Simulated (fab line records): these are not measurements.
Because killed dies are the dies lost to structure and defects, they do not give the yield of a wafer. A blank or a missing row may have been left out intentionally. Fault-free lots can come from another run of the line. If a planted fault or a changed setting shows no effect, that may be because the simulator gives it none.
A struck lot beside a sound one    flow sky130    15 out of 708 route steps
Sound: these wafers, L134.1, L134.3, L134.6. The struck wafers were L145.3, L145.4, L145.5. The cause comes at the end.
At each step with rows: each side's tool, then ch and its chambers, then its first start. Under that, the readings that differ: sound wafers    struck wafers    difference of the means    sigmas: that difference in standard deviations of wafers without a fault.
alike: same words and numbers on both sides, and readings whose means sit less than 2 such deviations apart. not compared: any withheld reading, any reading some wafer has no value for, any bound like >300 that may hide the same value, and any number with overlapping values for which the record gives no deviation.
A row with sigmas, a row that says differs or no value, or rows on one side alone: a step with any of these is where the two part. Non-overlapping numbers with no deviation appear without sigmas and do not part them. A reading that every wafer of one side lacks parts them only if that side has two wafers or more.

SKY_VIA4_OVL_MEAS_11:
  struck on overlay-01, day 47 01:59; sound on overlay-01, day 43 21:17
  alike: VIA4_OVL
then, 1 step without rows for these wafers: SKY_VIA4_ETCH_12 (etches SiO2 in C4F8/O2/Ar, stops on TiN, target depth 580 nm).
SKY_VIA4_STRIP_13: strips in O2/N2.
  sound on plasma_asher-03 ch 0,1, day 43 21:24; struck on plasma_asher-01 ch 0,1, day 47 02:07
  alike: drypump_motor_current_A, oes_product_au, strip_time_to_endpoint_s
  not compared: rf_hours_counter_h
then, 3 steps without rows for these wafers: SKY_VIA4_STRIP_14 (strips in post etch residue remover, time 1200 s); SKY_VIA4_CLEAN_15 (cleans in IPA, time 180 s); SKY_VIA4_CLEAN_16 (cleans in O3/DIW).
SKY_VIA4_SPUTTER_17: material TiN, target thk 20 nm, time 80 s.
  struck on pvd_sputter-03, day 47 02:41; sound on pvd_sputter-03, day 43 22:02
  alike: throttle_valve_pct
SKY_VIA4_CVD_18: deposits W, target thk 505 nm, time 152.14 s.
  sound on cvd_w-01 ch 0, day 43 22:06; struck on cvd_w-01 ch 0,1, day 47 02:47
  alike: heater_power_w
  not compared: since_wet_clean_h
SKY_VIA4_RS_MEAS_19: measures by four-point-probe.
  struck on film_metro-04, day 47 02:56; sound on film_metro-04, day 43 22:15
  alike: VIA4_W_RS
SKY_VIA4_THK_MEAS_20: measures by xrf.
  struck on film_metro-04, day 47 03:02; sound on film_metro-04, day 43 22:22
  alike: VIA4_W_THK
SKY_VIA4_CMP_21: polishes, stops on SiO2, t overpolish 25 s, target thk 0 nm.
  sound on cmp-01 ch 0,1,2, day 43 22:29; struck on cmp-01 ch 0,1, day 47 03:19
  alike: motor_current_A, overpolish_run_s, time_to_endpoint_s
SKY_METAL5_SPUTTER_00: material Ti, target thk 15 nm, time 10 s.
  struck on pvd_sputter-04, day 47 03:37; sound on pvd_sputter-04, day 43 22:44
  alike: throttle_valve_pct
SKY_METAL5_SPUTTER_01: material TiN, target thk 20 nm, time 16.7 s.
  struck on pvd_sputter-04, day 47 03:38; sound on pvd_sputter-04, day 43 22:45
reading                                     sound             struck             difference  sigmas
model.TiN_of_METAL5_SPUTTER_01.thk_nm (nm)  20.1 19.93 20.18  21.15 21.08 21.19  +1.07       
  alike: throttle_valve_pct
then, 1 step without rows for these wafers: SKY_METAL5_SPUTTER_02 (material AlCu, target thk 1150 nm, time 61.2 s).
-- the record jumps here: 2 days lie between the struck wafers' starts before and after (it left off in module METAL5 and takes up again in module PAD_OPEN, whose first step shown is number 708 of the route) --
SKY_PAD_OPEN_PROBE_99:
  struck on prober-02, day 49 14:15; sound on prober-02, day 46 18:25
  alike: defect_limited_yield, killed_at_M0_to_M3, killed_at_M4_up, killed_at_contacts, killed_at_front_end, killed_at_other, killed_dies, killed_open, killed_short, sort_bin_3_pad_short, sort_bin_5_function, sort_bin_6_memory, sort_n_pass, sort_yield_pct

WHERE THEY PART
Nowhere in this record.

WHY: what the simulator had put in
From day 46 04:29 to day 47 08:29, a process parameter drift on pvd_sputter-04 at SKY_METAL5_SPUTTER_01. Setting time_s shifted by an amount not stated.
